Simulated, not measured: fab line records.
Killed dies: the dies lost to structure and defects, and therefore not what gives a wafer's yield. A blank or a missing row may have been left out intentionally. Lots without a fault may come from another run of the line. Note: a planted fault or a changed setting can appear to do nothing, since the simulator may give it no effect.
Which tool is to blame? || flow sfq line || 7 lots, 20 wafers sampled, at 2 steps of a route of 325

== WHAT THE GAUGES SHOWED, per wafer ==
SFQ_M4_RS_MEAS_924: a four-point-probe measurement.
{"lot": "L103", "measured": "day 36 20:28", "on": "film metro-02", "M4_NB_RS (ohm/sq)": "0.900 0.895 0.889"}
{"lot": "L110", "measured": "day 42 16:34", "on": "film metro-02", "M4_NB_RS (ohm/sq)": "0.804 0.894"}
{"lot": "L114", "measured": "day 51 10:44", "on": "film metro-03", "M4_NB_RS (ohm/sq)": "0.883 0.886 0.891"}
{"lot": "L117", "measured": "day 52 04:42", "on": "film metro-03", "M4_NB_RS (ohm/sq)": "0.894 0.882 0.891"}
{"lot": "L119", "measured": "day 54 20:04", "on": "film metro-02", "M4_NB_RS (ohm/sq)": "0.900 0.891 0.888"}
{"lot": "L121", "measured": "day 56 03:16", "on": "film metro-02", "M4_NB_RS (ohm/sq)": "0.878 0.882 0.878"}
{"lot": "L123", "measured": "day 56 05:41", "on": "film metro-03", "M4_NB_RS (ohm/sq)": "0.889 0.890 0.886"}

== WHAT TOOL EACH LOT RAN ON (gives the tool, then ch and the chambers of the sampled wafers, and finally the start) ==
{"lot": "L103", "SFQ_TRILAYER_M4_DEP_SPUTTER_091": "pvd sputter-06, day 36 20:21"}
{"lot": "L110", "SFQ_TRILAYER_M4_DEP_SPUTTER_091": "pvd sputter-03, day 42 16:25"}
{"lot": "L114", "SFQ_TRILAYER_M4_DEP_SPUTTER_091": "pvd sputter-03, day 51 10:37"}
{"lot": "L117", "SFQ_TRILAYER_M4_DEP_SPUTTER_091": "pvd sputter-03, day 52 04:37"}
{"lot": "L119", "SFQ_TRILAYER_M4_DEP_SPUTTER_091": "pvd sputter-04, day 54 19:58"}
{"lot": "L121", "SFQ_TRILAYER_M4_DEP_SPUTTER_091": "pvd sputter-06, day 56 03:10"}
{"lot": "L123", "SFQ_TRILAYER_M4_DEP_SPUTTER_091": "pvd sputter-06, day 56 05:34"}
- SFQ_TRILAYER_M4_DEP_SPUTTER_091: material Nb, target thk 200 nm, time 133.3 s.

== THE ANSWER, worked out from the rows above alone ==
Rule: usual is defined by the lots themselves. The widest of any qualifying gaps counts: lots, ordered by their means at a reading, are off when they make up no more than a third of the lots, leave a main group of 4 or more, and stand apart from it by 3 or more times the standard deviation of that group's means. A main group is skipped when, at the precision printed for the reading in the tables above, its means are all equal. Also off: a lot with no number at a reading for which 4 or more lots have one. All remaining lots with rows at the step are treated as sound.
Off: L110, at SFQ_M4_RS_MEAS_924 (M4_NB_RS). The main group has a mean of 0.889 ohm/sq with a standard deviation of 0.0049.
A tool fits if, at a process step before that reading, it ran every lot that is off, and no sound lot after the first of them. Those tools and the gauges at SFQ_M4_RS_MEAS_924 are tried in the same way. Not one of the candidates tried fits.

== WHAT HAD BEEN PUT IN BY THE SIMULATOR ==
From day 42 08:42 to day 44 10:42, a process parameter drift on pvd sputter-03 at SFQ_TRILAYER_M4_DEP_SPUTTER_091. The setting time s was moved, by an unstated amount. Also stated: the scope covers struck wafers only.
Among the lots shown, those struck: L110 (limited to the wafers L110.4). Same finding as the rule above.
